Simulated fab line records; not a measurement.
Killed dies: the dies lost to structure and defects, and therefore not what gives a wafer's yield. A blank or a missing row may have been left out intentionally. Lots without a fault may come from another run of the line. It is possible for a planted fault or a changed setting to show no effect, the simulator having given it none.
Which tool did it? + flow gf180mcu + 18 wafers from 6 lots sampled at 2 of the route's 602 steps

== WHAT THE GAUGES SHOWED, per wafer ==
GF_NWELL_TW_MEAS_11.
| lot  | measured    | on           | NWELL_TW                      |
|------|-------------|--------------|-------------------------------|
| L202 | day 3 20:50 | filmMetro-01 | 1573 1569 1562                |
| L204 | day 4 06:02 | filmMetro-04 | 1598 1595 1591                |
| L206 | day 4 18:44 | filmMetro-04 | 1601 1594 1605                |
| L208 | day 5 03:52 | filmMetro-04 | 1602 1601 1601                |
| L215 | day 6 18:20 | filmMetro-04 | 1854 1855 1854 1866 1854 1852 |
| L220 | day 7 20:41 | filmMetro-04 | 1585 1587 1581                |

== WHICH TOOL RAN EACH LOT (tool, then ch and the chambers of the sampled wafers, then the start) ==
| lot  | GF_NWELL_IMPLANT_08            |
|------|--------------------------------|
| L202 | implanter-04 ch 0, day 3 20:26 |
| L204 | implanter-04 ch 0, day 4 05:39 |
| L206 | implanter-02 ch 0, day 4 18:20 |
| L208 | implanter-04 ch 0, day 5 03:28 |
| L215 | implanter-03 ch 0, day 6 17:58 |
| L220 | implanter-04 ch 0, day 7 20:18 |
- GF_NWELL_IMPLANT_08

== THE ANSWER, worked out from the rows above alone ==
Rule: the lots themselves supply what counts as usual. The widest of any qualifying gaps counts: lots, ordered by their means at a reading, are off when they make up no more than a third of the lots, leave a main group of 4 or more, and stand apart from it by 3 or more times the standard deviation of that group's means. Not used: any main group whose means are identical at the precision the tables above print for the reading. A lot without any number at a reading at which 4 lots or more have one is off too. Where the step has rows for the other lots, those lots are counted as sound.
Off: L215, at GF_NWELL_TW_MEAS_11 (NWELL_TW). The main group: mean 1590, standard deviation 12.
A tool fits if, at a process step before that reading, it ran every lot that is off, and no sound lot after the first of them. The gauges at GF_NWELL_TW_MEAS_11 are tried like those tools. One fits: implanter-03 at GF_NWELL_IMPLANT_08. It ran no sound lot before its first lot that is off in this sample, so the start can't be narrowed down.

== WHAT THE SIMULATOR HAD PUT IN ==
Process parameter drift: implanter-03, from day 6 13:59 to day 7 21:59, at GF_NWELL_IMPLANT_08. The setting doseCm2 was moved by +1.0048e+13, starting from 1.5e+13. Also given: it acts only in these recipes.
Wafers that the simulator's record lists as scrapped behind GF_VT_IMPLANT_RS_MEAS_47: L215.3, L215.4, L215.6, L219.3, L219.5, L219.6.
Lots struck among those shown: L215. The rule given above showed the same thing.
